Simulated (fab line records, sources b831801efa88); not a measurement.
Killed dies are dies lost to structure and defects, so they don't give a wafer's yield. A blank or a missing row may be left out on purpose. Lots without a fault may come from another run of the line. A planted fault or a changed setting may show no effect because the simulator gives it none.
fab line records | flow sky130
record lots=4 wafers=12 last_day=50
route steps=708 shown METAL1@441 VIA1@458 PAD_OPEN@708
lots that met no fault: from a run of the same line without faults
start_h: hours from the record's first day to the start of the lot's first wafer shown | wait_h: hours since the lot's step before | " the same as in the row above | L1.1+2: a row that stands for several wafers | - no value, or no start given | * or withheld: withheld | < > ~ a bound
route shown NAME@n: a module of which the file shows steps, and the number in the route of the first | usual: mean/standard deviation of fault-free wafers | same: alike in all rows | chamber/n: place in a boat | sites: the reading at each site | _std_site: their standard deviation | _edge_site: outer sites' mean less inner sites' | radius_mm: how far each site lies from the wafer's centre | mask NAME#n: copy n | behind: the tool/chamber that last shaped the wafer | hold: why the lot was held/for how many hours/how that ended | device: the transistor (n, p or np) that didn't switch | end of line: the same wafers' tests at the end of the route | a step without rows: its recipe alone | killed: dies lost to structure and defects at the first sort, not the wafer's yield | map: a wafer's dies, x killed, . not, _ none there
set.NAME: the setting as run; set.NAME@STEP: as run at that earlier step | model.NAME: the simulator's own value behind a step, which no gauge read
lots at some steps of the route; a table a step, a row a wafer
services: from which hour (start_h, from the record's first day; less than 0 if before it) a tool's chamber was out of use, for how many hours, and why
## steps
# step SKY_METAL1_DEHYDRATE_07
# recipe temp_c=200 time_s=60
# step SKY_METAL1_HMDS_08
# recipe prime_time_s=60 prime_temp_c=120
# step SKY_METAL1_COAT_09
# recipe resist=BARC temp_c=withheld time_s=withheld spin_rpm=3000 resist_thk_nm=60
# step SKY_METAL1_COAT_10
# recipe resist=KrF-thick spin_rpm=3000 resist_thk_nm=450
# step SKY_METAL1_SOFTBAKE_11
# recipe temp_c=100 time_s=85.9 resist=KrF-thick
# step SKY_METAL1_EXPOSE_12
# recipe mask_id=MM1 na=0.8 source_shape=annular sigma_inner=0.55 sigma_outer=0.85 target_cd_nm=140 dose_mj=28
# step SKY_METAL1_PEB_13
# recipe peb_temp_c=withheld peb_time_s=withheld resist=KrF-thick
# step SKY_METAL1_DEVELOP_14
# recipe develop_time_s=60 resist=KrF-thick dev_temp_c=21
# step SKY_METAL1_DESCUM_17
# recipe chemistry=O2 source_power_w=150 bias_power_w=0 pressure_mtorr=10 temp_c=40 time_s=8
# step SKY_METAL1_ETCH_18
# recipe chemistry=N2/H2 target=BARC ion_energy_ev=200 bias_w=100 pressure_mtorr=30 n2_flow_sccm=100 h2_flow_sccm=200 icp_w=482.9 stop_on=SiO2 time_s=45.9 target_depth_a=600
# step SKY_METAL1_METAL_ETCH_19
# recipe target_depth_a=3600 stop_on=SiO2 over_etch_frac=0.3 time_s=78 chemistry=Cl2/BCl3 resist_sidewall_deg=88 pressure_mtorr=10 icp_w=900 bias_w=48.5 Cl2_flow_sccm=60 bcl3_flow_sccm=30
# usual chamber_pressure_mTorr=10.000/0.0092 drypump_motor_current_A=5.6/0.37 oes_product_au=0.853/0.0052 throttle_valve_pct=22.264/0.0088
# columns lot.wafer tool chamber start_h wait_h chamber_pressure_mTorr drypump_motor_current_A oes_product_au rf_hours_counter_h throttle_valve_pct
L746.2 rie_metal-04 1 821.04 0.0 9.981 5.2 0.851 1 22.264
L746.3 " 0 " " 10.005 6.0 0.855 - 22.265
L746.6 " 0 " " 9.989 6.0 0.865 - 22.257
L751.2 rie_metal-02 0 911.02 0.0 9.981 5.8 0.866 2 22.260
L751.5 " 1 " " 9.992 5.7 0.850 - 22.265
L751.6 " 0 " " 9.991 5.8 0.856 - 22.271
L759.1 rie_metal-02 1 915.95 0.0 9.993 5.7 0.850 4 22.265
L759.5 " 1 " " 10.010 5.7 0.858 - 22.263
L759.6 " 0 " " 10.013 5.8 0.854 - 22.257
L761.1 rie_metal-02 0 921.24 0.0 9.993 5.8 0.852 3 22.256
L761.2 " 1 " " 9.984 5.7 0.862 5 22.279
L761.4 " 1 " " 10.008 5.7 0.853 - 22.274
# step SKY_METAL1_STRIP_20
# recipe chemistry=O2/N2 power_w=1400 pressure_mtorr=1500 platen_temp_c=withheld o2_flow_sccm=3000 n2_flow_sccm=300 overash_fraction=0.5
# step SKY_METAL1_STRIP_21
# recipe chemistry=post_etch_residue_remover time_s=1200 temp_c=72.5
# step SKY_METAL1_CLEAN_22
# recipe chemistry=IPA time_s=180 temp_c=25
# step SKY_METAL1_CLEAN_23
# recipe chemistry=O3/DIW dry=n2_spin
# step SKY_VIA1_HDPCVD_00
# recipe material=SiO2 target_thk_nm=1030 sigma_open_frac=0.3 time_s=171.7 temp_c=400 sih4_flow_sccm=60 pressure_mtorr=6
# step SKY_VIA1_CMP_02
# recipe material=SiO2 down_force_psi=4 platen_rpm=60 pad_velocity_m_s=0.94248
# step SKY_VIA1_DEHYDRATE_04
# recipe temp_c=200 time_s=60
# step SKY_VIA1_HMDS_05
# recipe prime_time_s=60 prime_temp_c=120
# step SKY_VIA1_COAT_06
# recipe resist=BARC temp_c=withheld time_s=withheld spin_rpm=3000 resist_thk_nm=60
# step SKY_VIA1_COAT_07
# recipe resist=KrF-thick spin_rpm=3000 resist_thk_nm=450
# step SKY_VIA1_SOFTBAKE_08
# recipe temp_c=100 time_s=90 resist=KrF-thick
# step SKY_VIA1_EXPOSE_09
# recipe mask_id=VIM na=0.8 source_shape=annular sigma_inner=0.55 sigma_outer=0.85 target_cd_nm=150 dose_mj=38
# step SKY_VIA1_PEB_10
# recipe peb_temp_c=withheld peb_time_s=withheld resist=KrF-thick
# step SKY_VIA1_DEVELOP_11
# recipe develop_time_s=60 resist=KrF-thick dev_temp_c=21
# step SKY_VIA1_ETCH_14
# recipe chemistry=N2/H2 target=BARC ion_energy_ev=200 source_w=500 bias_w=100 pressure_mtorr=30 n2_flow_sccm=100 h2_flow_sccm=200 stop_on=SiO2 time_s=45.9 target_depth_a=600
# step SKY_VIA1_ETCH_15
# recipe target=SiO2 chemistry=C4F8/O2/Ar target_depth_nm=351 stop_on=TiN mask_material=KrF-thick source_w=1500 bias_w=1200 pressure_mtorr=40 c4f8_flow_sccm=withheld O2_flow_sccm=6 Ar_flow_sccm=300 time_s=54
# step SKY_VIA1_STRIP_16
# recipe chemistry=O2/N2 power_w=1400 pressure_mtorr=1500 platen_temp_c=withheld o2_flow_sccm=3000 n2_flow_sccm=300 overash_fraction=0.5
# step SKY_VIA1_STRIP_17
# recipe chemistry=post_etch_residue_remover time_s=1200 temp_c=72.5
# step SKY_VIA1_CLEAN_18
# recipe chemistry=IPA time_s=180 temp_c=25
# step SKY_VIA1_CLEAN_19
# recipe chemistry=O3/DIW dry=n2_spin
# step SKY_VIA1_SPUTTER_20
# recipe material=TiN target_thk_nm=20 chamber_pressure_pa=5 power_w=4000 time_s=80
# step SKY_VIA1_CVD_21
# recipe material=W target_thk_nm=270 time_s=80.902 temp_c=400 pressure_torr=40
# step SKY_VIA1_CMP_24
# recipe stop_on=SiO2 t_overpolish_s=15 down_force_psi=3.5 platen_rpm=60 target_thk_nm=0 pad_velocity_m_s=0.94248
# step SKY_PAD_OPEN_PROBE_99
# usual defect_limited_yield=82.3/2 killed_at_M0_to_M3=44/7.9 killed_at_M4_up=3.1/1.9 killed_at_contacts=24/4.6 killed_at_front_end=16/4.9 killed_at_other=0.3/0.6 killed_dies=87/9.7 killed_on_rim=17/3.7 killed_open=48/7.2 killed_short=39/5.6 sort_bin_3_pad_short=0.8/0.47 sort_bin_5_function=10.4/1.5 sort_bin_6_memory=6.5/1.1 sort_n_pass=405/9.7 sort_yield_pct=82.3/2
# same gross_dies=492 killed_at_back_side=0 sort_bin_4_leakage[%]=0 sort_bin_8_speed[%]=0
# columns lot.wafer tool chamber start_h wait_h defect_limited_yield[%] killed_at_M0_to_M3 killed_at_M4_up killed_at_contacts killed_at_front_end killed_at_other killed_dies killed_on_rim killed_open killed_short sort_bin_3_pad_short[%] sort_bin_5_function[%] sort_bin_6_memory[%] sort_n_pass sort_yield_pct[%] model.etest.tester.sort_n_pass model.etest.tester.sort_yield_pct model.etest.tester.sort_bin_5_pct model.etest.tester.sort_bin_3_pct
L746.2 prober-02 - 1117.49 0.1 84.6 34 0 25 17 0 76 19 40 35 0.6 9.1 5.7 416 84.6 416 84.55 9.146 0.6098
L746.3 prober-02 - 1117.54 0.2 82.9 46 4 23 11 0 84 17 47 37 0.6 10.0 6.5 408 82.9 408 82.93 9.959 0.6098
L746.6 prober-02 - 1117.69 0.2 81.1 50 5 22 14 2 93 20 56 34 1.0 11.2 6.7 399 81.1 399 81.1 11.18 1.016
L751.2 prober-02 - 1184.34 0.1 81.3 43 2 24 23 0 92 15 50 42 0.8 10.2 7.7 400 81.3 400 81.3 10.16 0.813
L751.5 prober-02 - 1184.49 0.2 82.9 42 3 20 18 1 84 13 47 36 0.6 10.0 6.5 408 82.9 408 82.93 9.959 0.6098
L751.6 prober-02 - 1184.54 0.2 85.6 28 2 26 15 0 71 15 45 26 1.8 7.9 4.7 421 85.6 421 85.57 7.927 1.829
L759.1 prober-01 - 1189.50 0.1 83.1 49 1 25 8 0 83 15 44 38 0.4 11.6 4.9 409 83.1 409 83.13 11.59 0.4065
L759.5 prober-01 - 1189.70 0.2 86.6 42 3 16 5 0 66 9 39 27 0 8.7 4.7 426 86.6 426 86.59 8.74 0
L759.6 prober-01 - 1189.75 0.2 79.5 69 2 21 9 0 101 30 38 34 2.6 11.6 6.3 391 79.5 391 79.47 11.59 2.642
L761.1 prober-01 - 1191.40 0.1 77.2 67 2 29 14 0 112 25 59 28 1.8 13.0 7.9 380 77.2 380 77.24 13.01 1.829
L761.2 prober-01 - 1191.45 0.1 83.1 41 2 28 12 0 83 16 37 46 1.8 9.1 5.9 409 83.1 409 83.13 9.146 1.829
L761.4 prober-01 - 1191.55 0.2 83.3 40 1 25 16 0 82 13 43 39 0.4 10.8 5.5 410 83.3 410 83.33 10.77 0.4065
# killed by level:class
L746.2 CONTACT:geometric_particle:open=7 CONTACT:geometric_particle:short=7 VIA1:geometric_particle:open=7 VIA2:geometric_particle:open=6 METAL1:geometric_particle:short=6 LI_CONTACT:geometric_particle:open=4 LOCAL_INTERCONNECT:geometric_particle:short=4 VIA3:geometric_particle:open=3
L746.3 CONTACT:geometric_particle:open=11 VIA3:geometric_particle:open=7 VIA1:geometric_particle:open=7 VIA2:geometric_particle:open=6 POLY_GATE:geometric_particle:open=5 METAL1:geometric_particle:short=5 METAL2:geometric_particle:short=5 LI_CONTACT:geometric_particle:open=4
L746.6 LI_CONTACT:geometric_particle:open=10 VIA1:geometric_particle:open=10 VIA2:geometric_particle:open=9 VIA3:geometric_particle:open=8 METAL2:geometric_particle:short=7 FIELD_ISO:geometric_particle:open=4 CONTACT:geometric_particle:open=4 CONTACT:geometric_particle:short=4
L751.2 CONTACT:geometric_particle:open=9 VIA1:geometric_particle:open=7 METAL2:geometric_particle:short=7 FIELD_ISO:geometric_particle:short=6 FIELD_ISO:geometric_particle:open=6 METAL1:geometric_particle:short=6 VIA1:geometric_particle:short=6 POLY_GATE:geometric_particle:open=5
L751.5 VIA1:geometric_particle:open=13 CONTACT:geometric_particle:open=7 LI_CONTACT:geometric_particle:open=6 VIA3:geometric_particle:open=5 CONTACT:geometric_particle:short=4 METAL3:geometric_particle:short=4 METAL2:geometric_particle:short=4 VIA2:geometric_particle:open=4
L751.6 CONTACT:geometric_particle:open=9 METAL1:geometric_particle:short=8 FIELD_ISO:geometric_particle:open=6 POLY_GATE:geometric_particle:open=6 LI_CONTACT:geometric_particle:open=6 VIA3:geometric_particle:open=6 VIA1:geometric_particle:open=6 FIELD_ISO:geometric_particle:short=3
L759.1 VIA1:geometric_particle:open=17 VIA1:geometric_particle:short=11 CONTACT:geometric_particle:open=9 VIA2:geometric_particle:open=7 LI_CONTACT:geometric_particle:open=5 CONTACT:geometric_particle:short=5 LI_CONTACT:geometric_particle:short=4 FIELD_ISO:geometric_particle:short=3
L759.5 VIA1:geometric_particle:open=11 VIA2:geometric_particle:open=10 VIA1:geometric_particle:short=5 LI_CONTACT:geometric_particle:short=4 LI_CONTACT:geometric_particle:open=4 METAL1:geometric_particle:short=4 VIA3:geometric_particle:open=4 CONTACT:geometric_particle:open=3
L759.6 METAL1:unspecified=28 VIA1:geometric_particle:open=11 VIA2:geometric_particle:open=9 LOCAL_INTERCONNECT:geometric_particle:short=6 VIA2:geometric_particle:short=5 LI_CONTACT:geometric_particle:short=4 LI_CONTACT:geometric_particle:open=4 CONTACT:geometric_particle:short=4
L761.1 METAL1:unspecified=25 VIA3:geometric_particle:open=11 CONTACT:geometric_particle:open=10 VIA1:geometric_particle:open=10 LI_CONTACT:geometric_particle:open=7 FIELD_ISO:geometric_particle:open=6 POLY_GATE:geometric_particle:open=5 CONTACT:geometric_particle:short=5
L761.2 VIA2:geometric_particle:short=8 LI_CONTACT:geometric_particle:open=7 CONTACT:geometric_particle:short=7 METAL1:geometric_particle:short=7 CONTACT:geometric_particle:open=6 VIA1:geometric_particle:open=6 VIA3:geometric_particle:open=6 LI_CONTACT:geometric_particle:short=5
L761.4 LI_CONTACT:geometric_particle:open=9 CONTACT:geometric_particle:open=8 VIA1:geometric_particle:open=7 VIA3:geometric_particle:short=6 VIA2:geometric_particle:open=6 METAL2:geometric_particle:short=5 FIELD_ISO:geometric_particle:open=4 FIELD_ISO:geometric_particle:short=4
# map L759.6 (x killed, . not)
__________..x.xx...._________
________.............._______
______x......x.........._____
_____...x................____
____...x..x.....x..x.....x___
___.x.....x...x...x........__
__.x..........x..........x.._
_......x.......x.......x....x
_.....x..x......x........x...
_..xx.........x.....x.x......
_.......x..........x........x
_x.xx.......x.xx...........x.
_x.x..x....................xx
_x.....x.xx.......x....x.....
_xxx.x.xx.x.x.......x...x..x.
__xxxxxx.xx.......x......x.._
___xxxxx...x...............__
____xxxxxxx.........x.....___
_____xxxx..............x.____
______xx.x......x......._____
________x.......x.x..._______
__________..x...x..._________
# map L761.1 (x killed, . not)
__________xx...x...x_________
________.x............_______
______......xx.x....x..._____
_____...........xx.x.....____
____x..x...x..x.x.....x...___
___....xx................x.__
__..x..................x...._
_.x....xxx......x.x.x.x...xx.
_.x...x..x..............x....
_x............x.x...x.xx..x..
_........x..x..xx...x.x.....x
_.x.x.x....x...x.........x.x.
_x........x..............x..x
_.xx....xx.........x........x
_..xxxx..x.xx.....x..x...x...
__xxxxxxx.......x.....x....._
___xxxxx..x................__
____xxxxx...........xx....___
_____xxx......x......xx..____
______xx.x...x.........._____
________.......x......_______
__________......x..._________
## services
# columns tool chamber start_h hours kind
rie_metal-02 0 841.41 - clean
rie_metal-02 0 841.41 15.8 scheduled_down
rie_metal-02 0 841.41 15.8 vent_cycle
rie_metal-02 - 852.24 1.1 repair
rie_metal-04 - 912.91 2.8 pm
## key
first_sign step=SKY_PAD_OPEN_PROBE_99 reading=killed_at_M0_to_M3 direction=up sigmas=3 usual=44 struck=68
effect step=SKY_PAD_OPEN_PROBE_99 reading=sort_bin_3_pad_short direction=up sigmas=2.9 usual=0.8 struck=2.2
model_effect step=SKY_PAD_OPEN_PROBE_99 value=etest.tester.sort_n_pass without=409.5 struck=385.5
met_at SKY_METAL1_METAL_ETCH_19
struck_wafers L759.6,L761.1
onset_between 911.02 915.95
fault kind=chamber_particle_source tool=rie_metal-02 chamber=0 onset_h=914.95 steps=SKY_METAL1_METAL_ETCH_19 rate_per_visit_cm2=0.41317 end_h=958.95
